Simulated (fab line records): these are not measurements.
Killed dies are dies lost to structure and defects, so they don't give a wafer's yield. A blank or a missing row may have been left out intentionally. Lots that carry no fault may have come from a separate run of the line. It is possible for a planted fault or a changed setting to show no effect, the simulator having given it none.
Which tool was responsible? ; flow sky130 ; 11 lots with 33 wafers sampled at 7 steps, on a route of 708 steps

WHAT THE GAUGES SHOWED, per wafer
SKY_POLY_GATE_CD_MEAS_22.
lot;measured;on;cd nm (nm)
L230;day 16 17:56;cd sem-02;150.2 151.1 152.0
L232;day 17 04:44;cd sem-01;150.6 148.1 150.0
L233;day 17 12:03;cd sem-01;151.0 149.0 149.1
L237;day 19 01:00;cd sem-02;149.6 149.0 149.1
L235;day 19 01:10;cd sem-01;151.5 148.1 150.2
L240;day 20 05:38;cd sem-02;148.4 150.0 151.1
L241;day 20 13:12;cd sem-02;149.4 149.1 148.7
L242;day 21 01:31;cd sem-02;153.2 153.3 151.1
L243;day 21 12:13;cd sem-02;146.9 146.7 150.1
L246;day 22 10:35;cd sem-02;148.6 149.4 148.8
L250;day 23 22:35;cd sem-01;153.8 150.5 152.5

SKY_LDD_P_TW_MEAS_11.
lot;measured;on;LDD_P_TW
L230;day 19 08:04;film metro-02;637 636 637
L232;day 19 19:50;film metro-02;643 640 636
L233;day 20 03:40;film metro-04;630 630 629
L237;day 21 15:35;film metro-03;635 633 637
L235;day 21 15:55;film metro-02;633 637 637
L240;day 22 20:46;film metro-04;628 627 628
L241;day 23 03:46;film metro-04;628 633 629
L242;day 23 16:16;film metro-04;627 629 631
L243;day 24 03:19;film metro-02;640 635 640
L246;day 24 23:52;film metro-03;635 634 632
L250;day 26 11:14;film metro-02;638 636 641

SKY_SD_P_TW_MEAS_11.
lot;measured;on;SD_P_TW
L230;day 25 18:02;film metro-03;2817 2794 2797
L232;day 26 07:19;film metro-02;2837 2838 2823
L233;day 26 12:50;film metro-03;2802 2808 2787
L237;day 27 22:51;film metro-03;2798 2783 2786
L235;day 27 22:44;film metro-03;2790 2788 2796
L240;day 29 03:31;film metro-02;2803 2801 2812
L241;day 29 08:59;film metro-02;3103 3123 3094 3100 3118 3117
L242;day 29 19:31;film metro-03;3112 3111 3118 3120 3091 3122
L243;day 30 06:58;film metro-01;2791 2804 2782
L246;day 31 01:08;film metro-01;2821 2809 2809
L250;day 32 10:30;film metro-02;3092 3079 3103 3083 3100 3103

SKY_SD_N_TW_MEAS_12.
lot;measured;on;SD_N_TW
L230;day 28 03:47;film metro-02;3976 3963 3976
L232;day 28 17:05;film metro-02;3962 3951 3977
L233;day 28 22:22;film metro-02;3973 3962 3988
L237;day 30 06:38;film metro-02;3984 3992 3987
L235;day 30 06:30;film metro-02;3982 3974 3985
L240;day 31 11:31;film metro-01;3999 3993 3971
L241;day 31 17:23;film metro-03;3955 3956 3974
L242;day 32 02:56;film metro-03;3938 3959 3952
L243;day 32 14:52;film metro-02;3950 3957 3933
L246;day 33 08:33;film metro-02;3964 3957 3940
L250;day 34 15:56;film metro-03;3978 3951 3970

SKY_SD_N_RS_MEAS_17: a four-point-probe measurement.
lot;measured;on;SD_P_RS (ohm/sq)
L230;day 28 04:14;film metro-01;148.7 148.2 148.7
L232;day 28 17:30;film metro-02;148.0 148.1 147.5
L233;day 28 22:48;film metro-03;148.3 148.3 148.7
L237;day 30 07:05;film metro-02;148.0 147.9 148.0
L235;day 30 06:55;film metro-03;148.0 147.6 147.7
L240;day 31 11:55;film metro-03;147.7 148.1 147.7
L241;day 31 17:50;film metro-02;138.2 138.6 138.0 138.4 139.0 138.6
L242;day 32 03:21;film metro-01;139.0 139.0 138.8 139.3 139.4 138.8
L243;day 32 15:16;film metro-02;148.2 148.3 148.1
L246;day 33 08:58;film metro-03;148.1 148.2 148.2
L250;day 34 16:20;film metro-02;139.0 139.1 139.5 139.1 139.5 139.1

EACH LOT AND THE TOOL THAT RAN IT (in order: tool; ch and the chambers of the sampled wafers; start)
lot;SKY_SD_P_IMPLANT_09;SKY_SD_P_STRIP_10
L230;implanter-03 ch 0, day 25 17:47;plasma asher-03 ch 0,1, day 25 17:56
L232;implanter-02 ch 0, day 26 07:04;plasma asher-04 ch 0,1, day 26 07:13
L233;implanter-02 ch 0, day 26 12:35;plasma asher-01 ch 0,1, day 26 12:44
L237;implanter-02 ch 0, day 27 22:38;plasma asher-01 ch 0,1, day 27 22:46
L235;implanter-04 ch 0, day 27 22:31;plasma asher-03 ch 0,1, day 27 22:39
L240;implanter-03 ch 0, day 29 03:16;plasma asher-03 ch 0,1, day 29 03:25
L241;implanter-04 ch 0, day 29 08:25;plasma asher-01 ch 0,1, day 29 08:53
L242;implanter-04 ch 0, day 29 18:58;plasma asher-03 ch 0,1, day 29 19:25
L243;implanter-03 ch 0, day 30 06:37;plasma asher-04 ch 0,1, day 30 06:46
L246;implanter-03 ch 0, day 31 00:55;plasma asher-04 ch 0,1, day 31 01:02
L250;implanter-02 ch 0, day 32 09:55;plasma asher-03 ch 0,1, day 32 10:23
- SKY_SD_P_IMPLANT_09
- SKY_SD_P_STRIP_10: strips in O2/N2.

AS READ BY THE TOOLS THEMSELVES (means over the sampled wafers that have a number; for cases with no such wafer, the mark the record gives instead)
SKY_SD_P_STRIP_10.
lot;tool;chamber pressure mTorr (mTorr);drypump motor current A (A);oes product au (a.u.);strip time to endpoint s (s)
L230;plasma asher-03;1500.5;5.6;0.613;17.39
L232;plasma asher-04;1500.7;5.6;0.619;17.53
L233;plasma asher-01;1501.4;6.2;0.618;17.37
L237;plasma asher-01;1500.2;6.2;0.610;17.36
L235;plasma asher-03;1499.8;5.6;0.619;17.45
L240;plasma asher-03;1499.9;5.6;0.621;17.49
L241;plasma asher-01;1499.8;6.4;0.590;18.82
L242;plasma asher-03;1500.7;5.2;0.590;18.81
L243;plasma asher-04;1500.9;5.3;0.621;17.49
L246;plasma asher-04;1499.3;5.6;0.618;17.47
L250;plasma asher-03;1500.5;5.6;0.593;18.81

THE ANSWER, worked out from the rows above alone
Rule: what is usual is taken from the lots themselves. The widest of any qualifying gaps counts: lots, ordered by their means at a reading, are off when they make up no more than a third of the lots, leave a main group of 4 or more, and stand apart from it by 3 or more times the standard deviation of that group's means. If all means in a main group match to the digits the tables above print for the reading, that group is not used. A lot without any number at a reading at which 4 lots or more have one is off too. Any other lot the step has rows for is counted as sound. The gauges are gone through in route order, then the tools' own readings, and for those a lot's mean is taken as printed above. The first step at which some lot is off is used, and at that step the reading that is off furthest; a lot without a number counts as furthest.
Off: L241, L242, L250, seen at SKY_SD_P_TW_MEAS_11 (SD_P_TW). Main group: mean 2803, sd 13.
A tool fits if, at a process step before that reading, it ran every lot that is off, and no sound lot after the first of them. Not tried: the gauges at SKY_SD_P_TW_MEAS_11; whatever is off there is also off at SKY_SD_P_STRIP_10, on other tools, and gauge error can't account for it. Of those tried, none fits.

WHAT WAS PUT IN BY THE SIMULATOR
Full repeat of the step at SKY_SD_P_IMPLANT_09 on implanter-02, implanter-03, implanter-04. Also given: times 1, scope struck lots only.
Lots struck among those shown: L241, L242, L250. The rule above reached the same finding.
